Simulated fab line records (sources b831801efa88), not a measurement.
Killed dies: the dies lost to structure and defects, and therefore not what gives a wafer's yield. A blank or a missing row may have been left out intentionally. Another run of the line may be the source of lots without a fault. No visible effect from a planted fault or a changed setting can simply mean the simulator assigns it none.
Chamber matching ; flow gf180mcu ; 3 sister chambers for GF_V5_CVD_02 on pecvd-04
The step deposits SiO2 from TEOS, target thk 1450 nm, time 163.28 s. 16 wafers are shown with their chamber, then 8 later ones without.

== WAFERS, EACH WITH ITS CHAMBER ==
wafer;chamber;heaterPowerW (W)
L074.1;0;796
L074.4;2;600
L074.6;1;516
L082.1;1;548
L082.2;0;798
L082.3;2;730
L082.4;2;614
L082.5;1;619
L082.6;0;636
L086.1;1;638
L086.4;2;606
L086.6;0;636
L092.1;2;744
L092.2;0;789
L092.3;1;593
L094.1;2;716

SIGNATURES (averages over the wafers above)
reading;chamber 0;chamber 1;chamber 2;scatter within a chamber
heaterPowerW;731.00;582.80;668.33;69.9
Rule: for each reading, subtract the chamber's mean from the wafer's reading, divide by that reading's scatter and square the result; add these up over the readings and take the root, which gives the wafer's distance from the chamber. If the next closest chamber is less than 2 further off than the closest, the wafer can't be placed; otherwise it belongs to the closest. How the scatter is found: for the shown wafers, subtract from each reading the mean of its chamber, square and add these, divide the total by (wafers less chambers), then take the root.

== WAFERS WHOSE CHAMBER IS MISSING ==
wafer;heaterPowerW (W)
L094.2;644
L094.3;701
L097.1;591
L097.2;750
L097.3;738
L097.4;643
L097.5;629
L097.6;613

== CHAMBER TAKEN BY EACH ==
wafer;from the rows above;in truth
L094.2;can't be placed: 2 or 1 or 0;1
L094.3;can't be placed: 0 or 2 or 1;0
L097.1;can't be placed: 1 or 2 or 0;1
L097.2;can't be placed: 0 or 2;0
L097.3;can't be placed: 0 or 2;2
L097.4;can't be placed: 2 or 1 or 0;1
L097.5;can't be placed: 2 or 1 or 0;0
L097.6;can't be placed: 1 or 2 or 0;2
Placed correctly: 0 of 8. Unplaceable from these rows: 8, with the true chamber sitting among the candidates in 8. Placed wrongly: 0.
